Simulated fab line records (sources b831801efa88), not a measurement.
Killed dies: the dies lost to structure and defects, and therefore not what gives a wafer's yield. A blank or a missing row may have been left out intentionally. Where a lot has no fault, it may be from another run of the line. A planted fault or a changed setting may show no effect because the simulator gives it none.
Matching of chambers || flow sky130 || SKY_VIA4_CMP_21 on cmp-02: 4 sister chambers
The step polishes, stops on SiO2, t overpolish 25 s, target thk 0 nm. 24 wafers are shown with their chamber, then 12 later ones without.

WAFERS, EACH WITH ITS CHAMBER
{"wafer": "L074.2", "chamber": 2, "motorCurrentA (A)": 11.2, "timeToEndpointS (s)": 120, "headPressurePsi (psi)": 3.499}
{"wafer": "L074.3", "chamber": 1, "motorCurrentA (A)": 13.7, "timeToEndpointS (s)": 118, "headPressurePsi (psi)": 3.506}
{"wafer": "L074.6", "chamber": 2, "motorCurrentA (A)": 11.6, "timeToEndpointS (s)": 122, "headPressurePsi (psi)": 3.508}
{"wafer": "L075.3", "chamber": 0, "motorCurrentA (A)": 12.8, "timeToEndpointS (s)": 126, "headPressurePsi (psi)": 3.503}
{"wafer": "L075.4", "chamber": 3, "motorCurrentA (A)": 11.2, "timeToEndpointS (s)": 124, "headPressurePsi (psi)": 3.491}
{"wafer": "L075.5", "chamber": 2, "motorCurrentA (A)": 10.7, "timeToEndpointS (s)": 121, "headPressurePsi (psi)": 3.488}
{"wafer": "L076.1", "chamber": 0, "motorCurrentA (A)": 12.1, "timeToEndpointS (s)": 121, "headPressurePsi (psi)": 3.501}
{"wafer": "L076.3", "chamber": 3, "motorCurrentA (A)": 10.6, "timeToEndpointS (s)": 121, "headPressurePsi (psi)": 3.497}
{"wafer": "L076.4", "chamber": 2, "motorCurrentA (A)": 11.4, "timeToEndpointS (s)": 121, "headPressurePsi (psi)": 3.499}
{"wafer": "L077.1", "chamber": 3, "motorCurrentA (A)": 10.5, "timeToEndpointS (s)": 123, "headPressurePsi (psi)": 3.506}
{"wafer": "L077.2", "chamber": 0, "motorCurrentA (A)": 12.1, "timeToEndpointS (s)": 123, "headPressurePsi (psi)": 3.501}
{"wafer": "L077.6", "chamber": 2, "motorCurrentA (A)": 11.1, "timeToEndpointS (s)": 118, "headPressurePsi (psi)": 3.500}
{"wafer": "L079.2", "chamber": 3, "motorCurrentA (A)": 10.4, "timeToEndpointS (s)": 122, "headPressurePsi (psi)": 3.491}
{"wafer": "L079.4", "chamber": 0, "motorCurrentA (A)": 12.2, "timeToEndpointS (s)": 124, "headPressurePsi (psi)": 3.502}
{"wafer": "L079.6", "chamber": 2, "motorCurrentA (A)": 10.7, "timeToEndpointS (s)": 119, "headPressurePsi (psi)": 3.484}
{"wafer": "L083.1", "chamber": 2, "motorCurrentA (A)": 10.8, "timeToEndpointS (s)": 121, "headPressurePsi (psi)": 3.515}
{"wafer": "L083.2", "chamber": 1, "motorCurrentA (A)": 13.7, "timeToEndpointS (s)": 124, "headPressurePsi (psi)": 3.494}
{"wafer": "L083.3", "chamber": 3, "motorCurrentA (A)": 11.3, "timeToEndpointS (s)": 123, "headPressurePsi (psi)": 3.504}
{"wafer": "L084.1", "chamber": 2, "motorCurrentA (A)": 11.2, "timeToEndpointS (s)": 118, "headPressurePsi (psi)": 3.495}
{"wafer": "L084.2", "chamber": 0, "motorCurrentA (A)": 11.6, "timeToEndpointS (s)": 120, "headPressurePsi (psi)": 3.506}
{"wafer": "L084.4", "chamber": 3, "motorCurrentA (A)": 10.5, "timeToEndpointS (s)": 123, "headPressurePsi (psi)": 3.495}
{"wafer": "L088.4", "chamber": 0, "motorCurrentA (A)": 13.1, "timeToEndpointS (s)": 124, "headPressurePsi (psi)": 3.513}
{"wafer": "L088.5", "chamber": 2, "motorCurrentA (A)": 11.6, "timeToEndpointS (s)": 123, "headPressurePsi (psi)": 3.508}
{"wafer": "L088.6", "chamber": 1, "motorCurrentA (A)": 13.3, "timeToEndpointS (s)": 125, "headPressurePsi (psi)": 3.497}

SIGNATURES (averages over the wafers above)
{"reading": "motorCurrentA", "chamber 0": 12.317, "chamber 1": 13.567, "chamber 2": 11.144, "chamber 3": 10.750, "scatter within a chamber": 0.409}
{"reading": "timeToEndpointS", "chamber 0": 123.00, "chamber 1": 122.33, "chamber 2": 120.33, "chamber 3": 122.67, "scatter within a chamber": 2.02}
{"reading": "headPressurePsi", "chamber 0": 3.50433, "chamber 1": 3.49900, "chamber 2": 3.49956, "chamber 3": 3.49733, "scatter within a chamber": 0.00764}
Rule: for each reading, subtract the chamber's mean from the wafer's reading, divide by that reading's scatter and square the result; add these up over the readings and take the root, which gives the wafer's distance from the chamber. The wafer belongs to the nearest chamber; if the next one is less than 2 further off, it can't be placed. The scatter is the square root of a quotient: the sum, over the shown wafers, of each reading's squared deviation from its chamber's mean, divided by wafers minus chambers.

WAFERS WITH NO CHAMBER GIVEN
{"wafer": "L091.2", "motorCurrentA (A)": 11.3, "timeToEndpointS (s)": 126, "headPressurePsi (psi)": 3.506}
{"wafer": "L091.4", "motorCurrentA (A)": 13.2, "timeToEndpointS (s)": 126, "headPressurePsi (psi)": 3.497}
{"wafer": "L091.5", "motorCurrentA (A)": 10.8, "timeToEndpointS (s)": 124, "headPressurePsi (psi)": 3.489}
{"wafer": "L092.1", "motorCurrentA (A)": 11.0, "timeToEndpointS (s)": 127, "headPressurePsi (psi)": 3.489}
{"wafer": "L092.4", "motorCurrentA (A)": 12.1, "timeToEndpointS (s)": 124, "headPressurePsi (psi)": 3.507}
{"wafer": "L092.6", "motorCurrentA (A)": 13.9, "timeToEndpointS (s)": 130, "headPressurePsi (psi)": 3.508}
{"wafer": "L093.1", "motorCurrentA (A)": 10.6, "timeToEndpointS (s)": 126, "headPressurePsi (psi)": 3.498}
{"wafer": "L093.5", "motorCurrentA (A)": 10.6, "timeToEndpointS (s)": 130, "headPressurePsi (psi)": 3.500}
{"wafer": "L093.6", "motorCurrentA (A)": 11.4, "timeToEndpointS (s)": 128, "headPressurePsi (psi)": 3.504}
{"wafer": "L095.2", "motorCurrentA (A)": 13.2, "timeToEndpointS (s)": 128, "headPressurePsi (psi)": 3.493}
{"wafer": "L095.3", "motorCurrentA (A)": 11.1, "timeToEndpointS (s)": 124, "headPressurePsi (psi)": 3.491}
{"wafer": "L095.5", "motorCurrentA (A)": 10.8, "timeToEndpointS (s)": 127, "headPressurePsi (psi)": 3.511}

EACH ONE'S CHAMBER
{"wafer": "L091.2", "from the rows above": "can't be placed: 3 or 0 or 2", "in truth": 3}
{"wafer": "L091.4", "from the rows above": "can't be placed: 1 or 0", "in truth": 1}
{"wafer": "L091.5", "from the rows above": "can't be placed: 3 or 2", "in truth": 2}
{"wafer": "L092.1", "from the rows above": "can't be placed: 3 or 2 or 0", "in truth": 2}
{"wafer": "L092.4", "from the rows above": 0, "in truth": 0}
{"wafer": "L092.6", "from the rows above": "can't be placed: 1 or 0", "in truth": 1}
{"wafer": "L093.1", "from the rows above": "can't be placed: 3 or 2", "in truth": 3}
{"wafer": "L093.5", "from the rows above": "can't be placed: 3 or 2 or 0", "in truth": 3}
{"wafer": "L093.6", "from the rows above": "can't be placed: 3 or 0 or 2", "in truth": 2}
{"wafer": "L095.2", "from the rows above": "can't be placed: 1 or 0", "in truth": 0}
{"wafer": "L095.3", "from the rows above": "can't be placed: 3 or 2", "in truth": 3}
{"wafer": "L095.5", "from the rows above": "can't be placed: 3 or 2 or 0", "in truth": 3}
1 of 12 placed correctly. These rows do not allow placing 11 (true chamber among the candidates in 11). Placed wrongly: 0.
